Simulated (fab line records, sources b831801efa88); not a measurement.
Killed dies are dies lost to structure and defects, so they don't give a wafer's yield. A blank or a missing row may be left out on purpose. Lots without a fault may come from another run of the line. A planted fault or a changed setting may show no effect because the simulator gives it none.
Which tool did it? | flow gf180mcu | 7 lots, 21 wafers sampled, at 5 steps of a route of 602

WHAT THE GAUGES READ, wafer by wafer
GF_VT_IMPLANT_OVL_MEAS_18.
lot  | measured     | on         | VT_IMPLANT_01_OVL (nm)
L427 | day 6 11:31  | overlay-02 | -2.1 -1.9 -2.2
L429 | day 7 08:35  | overlay-01 | -2.1 0.2 0.9
L431 | day 7 15:37  | overlay-01 | -1.7 -1.3 -0.9
L434 | day 8 10:24  | overlay-02 | -0.5 -1.4 -0.8
L443 | day 10 18:58 | overlay-02 | -0.5 -3.8 -0.1
L445 | day 11 05:36 | overlay-01 | -1.2 -0.4 0.4
L448 | day 11 23:31 | overlay-02 | -2.0 -1.1 -1.0

WHICH TOOL RAN EACH LOT (tool, then ch and the chambers of the sampled wafers, then the start)
lot  | GF_NWELL_STRIP_10                   | GF_MVSD_COAT_02                  | GF_MVSD_STRIP_10                    | GF_MVPSD_STRIP_10
L427 | plasma_asher-03 ch 0,1, day 3 13:07 | litho_track-02 ch 0, day 4 08:41 | plasma_asher-04 ch 0,1, day 4 16:13 | plasma_asher-04 ch 0,1, day 5 06:43
L429 | plasma_asher-01 ch 0,1, day 4 06:14 | litho_track-01 ch 0, day 5 02:59 | plasma_asher-02 ch 0,1, day 5 10:53 | plasma_asher-04 ch 0,1, day 6 02:02
L431 | plasma_asher-01 ch 0,1, day 4 12:53 | litho_track-01 ch 0, day 5 09:50 | plasma_asher-02 ch 0,1, day 5 17:53 | plasma_asher-04 ch 0,1, day 6 08:56
L434 | plasma_asher-03 ch 0,1, day 5 04:39 | litho_track-01 ch 0, day 6 02:55 | plasma_asher-04 ch 0,1, day 6 10:53 | plasma_asher-01 ch 0,1, day 7 02:50
L443 | plasma_asher-01 ch 0,1, day 7 05:54 | litho_track-04 ch 0, day 8 05:35 | plasma_asher-03 ch 0,1, day 8 14:14 | plasma_asher-04 ch 0,1, day 9 07:44
L445 | plasma_asher-01 ch 0,1, day 7 14:53 | litho_track-01 ch 0, day 8 15:25 | plasma_asher-04 ch 0,1, day 9 00:08 | plasma_asher-02 ch 0,1, day 9 17:44
L448 | plasma_asher-01 ch 1, day 8 07:11   | litho_track-02 ch 0, day 9 07:56 | plasma_asher-04 ch 0,1, day 9 16:59 | plasma_asher-02 ch 0,1, day 10 10:47
- GF_NWELL_STRIP_10: strips in O2/N2.
- GF_MVSD_COAT_02: resist thk 3000 nm.
- GF_MVSD_STRIP_10: strips in O2/N2.
- GF_MVPSD_STRIP_10: strips in O2/N2.

THE ANSWER, worked out from the rows above alone
Rule: what is usual is taken from the lots themselves. Put in order of their means at a reading, lots are off if they are a third of the lots or fewer, leave a main group of 4 or more, and stand apart from it by a gap of 3 or more times the standard deviation of the main group's means; of several such gaps the widest counts. A main group whose means are all the same, to the digits that the tables above print for the reading, isn't used. A lot without any number at a reading at which 4 lots or more have one is off too. The other lots that the step has rows for count as sound.
No lot is off at any reading shown: from this, nothing can be told.

WHAT THE SIMULATOR HAD PUT IN
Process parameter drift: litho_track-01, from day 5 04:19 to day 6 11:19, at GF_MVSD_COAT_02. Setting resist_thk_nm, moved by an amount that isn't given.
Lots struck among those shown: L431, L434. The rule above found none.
